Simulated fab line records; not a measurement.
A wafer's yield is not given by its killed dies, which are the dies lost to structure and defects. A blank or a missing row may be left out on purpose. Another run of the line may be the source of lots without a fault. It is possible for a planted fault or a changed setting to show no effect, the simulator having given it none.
Struck lot and sound lot, side by side    flow gf180mcu    16 out of 602 route steps
Sound: these wafers, L391.3, L391.4, L391.5. Struck: wafers L393.1, L393.6. (L393.2 of the same lot was not struck and is left out.) The cause comes at the end.
Per side, at each step with rows, come the tool, then ch with its chambers, and then its first start. Under that, the readings that differ: sound wafers    struck wafers    difference of the means    sigmas: that difference in standard deviations of wafers without a fault.
alike: readings whose means differ by less than 2 such deviations, and words and numbers that are the same on both sides. not compared: withheld readings, readings that some wafer has no value for, bounds like >300 that may hide the same value, and numbers for which the record gives no deviation and whose values overlap.
The two part at a step that has a row with sigmas, a row that says differs or no value, or rows on one side only. Non-overlapping numbers with no deviation appear without sigmas and do not part them. A reading that every wafer of one side lacks parts them only if that side has two wafers or more.

GF_NSD_CD_MEAS_07: the cd target is 400 nm.
  sound: cd-sem-01 at day 15 07:57; struck: cd-sem-02 at day 16 03:43
  alike: cd-nm
GF_NSD_OVL_MEAS_08:
  sound: overlay-02 at day 15 08:02; struck: overlay-02 at day 16 03:50
  alike: NSD_OVL
then, 2 steps without rows for these wafers: GF_NSD_IMPLANT_09; GF_NSD_IMPLANT_10.
GF_NSD_STRIP_11: strips in O2/N2.
  sound on plasma-asher-04 ch 0,1, day 15 08:23; struck on plasma-asher-04 ch 0,1, day 16 04:10
  alike: drypump-motor-current-A, heater-power-w, o2-flow-sccm, oes-product-au, strip-time-to-endpoint-s
  not compared: rf-hours-counter-h
GF_NSD_TW_MEAS_12:
  sound: film-metro-04 at day 15 08:29; struck: film-metro-02 at day 16 04:16
  alike: NSD_TW
then, 6 steps without rows for these wafers: GF_PSD_DEHYDRATE_00 (time 60 s); GF_PSD_HMDS_01 (prime time 60 s); GF_PSD_COAT_02 (resist thk 1000 nm); GF_PSD_SOFTBAKE_03 (time 60 s); GF_PSD_EXPOSE_04 (exposes mask Pplus, target cd 400 nm); GF_PSD_PEB_05.
GF_PSD_DEVELOP_06: develop time 60 s.
  sound on litho-track-01 ch 0, day 16 06:28; struck on litho-track-03 ch 0, day 17 03:15
  alike: chill-plate-temp-C
GF_PSD_CD_MEAS_07: the cd target is 400 nm.
  sound: cd-sem-01 at day 16 06:36; struck: cd-sem-02 at day 17 03:41
reading     sound              struck       difference  sigmas
cd-nm (nm)  405.7 404.9 406.0  419.1 417.8  +12.9       +6
  not compared: hold
GF_PSD_OVL_MEAS_08:
  sound: overlay-01 at day 16 06:41; struck: overlay-01 at day 17 09:25
reading  sound  struck                                             difference                    sigmas
hold     - - -  await-dispo/5.6h/release await-dispo/5.6h/release  no value on the sound wafers  
  alike: PSD_OVL
after that, 1 step had no rows for these wafers: GF_PASSIVATION_PROBE_99.

WHERE THEY PART
First at GF_PSD_CD_MEAS_07; last, within this record, at GF_PSD_OVL_MEAS_08.

WHY: whatever the simulator had introduced
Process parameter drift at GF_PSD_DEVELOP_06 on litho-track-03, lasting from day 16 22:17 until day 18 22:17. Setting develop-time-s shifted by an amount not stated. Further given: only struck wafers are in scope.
